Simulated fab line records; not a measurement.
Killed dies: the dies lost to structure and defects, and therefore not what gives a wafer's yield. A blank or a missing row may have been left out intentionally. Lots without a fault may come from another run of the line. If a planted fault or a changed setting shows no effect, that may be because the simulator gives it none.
Matching of chambers | flow sky130 | SKY_FIELD_ISO_ETCH_17 on rie-si-02 has 4 sister chambers
The step etches Si in HBr/Cl2/O2, target depth 342 nm, time 97.7 s. 4 wafers are shown with their chamber, then 8 later ones without.

WAFERS WITH THEIR CHAMBER
wafer  | chamber | drypump-motor-current-A (A)
L282.1 | 3       | 5.6
L282.3 | 1       | 5.1
L285.6 | 2       | 6.6
L287.3 | 0       | 6.0

WAFERS WITHOUT THEIR CHAMBER
wafer  | drypump-motor-current-A (A)
L287.4 | 5.5
L287.6 | 5.1
L288.1 | 6.5
L288.4 | 5.5
L288.5 | 5.1
L289.1 | 6.5
L289.4 | 6.0
L289.6 | 6.5

THE CHAMBER EACH PASSED THROUGH
wafer  | from the rows above | in truth
L287.4 | 3                   | 3
L287.6 | 1                   | 1
L288.1 | 2                   | 2
L288.4 | 3                   | 3
L288.5 | 1                   | 1
L289.1 | 2                   | 2
L289.4 | 0                   | 0
L289.6 | 2                   | 2
8 of 8 placed correctly. Not placeable from these rows: 0. Placed wrongly: 0.
How it was worked out, from the rows above alone: a wafer's distance from a chamber is the root of the sum, over the readings, of the square of ((its reading less the chamber's mean) divided by the reading's scatter). If the next closest chamber is less than 2 further off than the closest, the wafer can't be placed; otherwise it belongs to the closest. A chamber's mean is the mean of its shown wafers. The scatter (one wafer shown for each chamber): square how far every hidden wafer sits from the nearest shown wafer, average those squares and take the square root.
